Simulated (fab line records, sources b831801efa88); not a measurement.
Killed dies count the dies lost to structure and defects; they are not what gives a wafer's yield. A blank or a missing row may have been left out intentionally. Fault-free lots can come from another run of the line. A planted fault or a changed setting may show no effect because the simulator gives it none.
Matching of chambers	flow sky130	4 sister chambers for SKY_POLY_CUT_ETCH_10 on rie_diel-01
The step etches BARC in N2/H2, stops on SiO2, time 45.9 s, target depth 60 nm. 14 wafers are shown with their chamber, then 7 later ones without.

EACH WAFER AND ITS CHAMBER
wafer	chamber	drypump_motor_current_A (A)	throttle_valve_pct (%)	oes_product_au (a.u.)
L674.1	3	4.8	13.215	0.848
L674.2	0	6.4	13.233	0.851
L674.6	3	4.8	13.223	0.862
L676.2	1	6.2	13.238	0.854
L676.5	1	6.2	13.233	0.854
L676.6	2	5.5	13.237	0.858
L677.1	3	4.8	13.210	0.854
L677.2	0	6.5	13.238	0.849
L677.3	2	5.5	13.217	0.862
L687.1	2	5.5	13.223	0.844
L687.4	1	6.3	13.223	0.849
L687.5	3	4.9	13.228	0.867
L689.3	0	6.5	13.222	0.859
L689.4	3	4.8	13.211	0.861

SIGNATURES, as means of the wafers listed above
reading	chamber 0	chamber 1	chamber 2	chamber 3	scatter within a chamber
drypump_motor_current_A	6.467	6.233	5.500	4.820	0.0462
throttle_valve_pct	13.23100	13.23133	13.22567	13.21740	0.00841
oes_product_au	0.85300	0.85233	0.85467	0.85840	0.00687
Rule: for each reading, subtract the chamber's mean from the wafer's reading, divide by that reading's scatter and square the result; add these up over the readings and take the root, which gives the wafer's distance from the chamber. The wafer belongs to the nearest chamber; if the next one is less than 2 further off, it can't be placed. How the scatter is found: for the shown wafers, subtract from each reading the mean of its chamber, square and add these, divide the total by (wafers less chambers), then take the root.

WAFERS WITH NO CHAMBER GIVEN
wafer	drypump_motor_current_A (A)	throttle_valve_pct (%)	oes_product_au (a.u.)
L689.6	6.5	13.238	0.854
L690.1	5.5	13.222	0.854
L690.5	6.4	13.226	0.847
L690.6	6.3	13.228	0.854
L691.2	6.3	13.215	0.854
L691.3	5.5	13.239	0.854
L691.5	4.8	13.222	0.853

THE CHAMBER EACH PASSED THROUGH
wafer	from the rows above	in truth
L689.6	0	0
L690.1	2	2
L690.5	can't be placed: 0 or 1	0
L690.6	1	1
L691.2	can't be placed: 1 or 0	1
L691.3	2	2
L691.5	3	3
5 of 7 placed correctly. Unplaceable from these rows: 2, with the true chamber sitting among the candidates in 2. Number placed wrongly: 0.
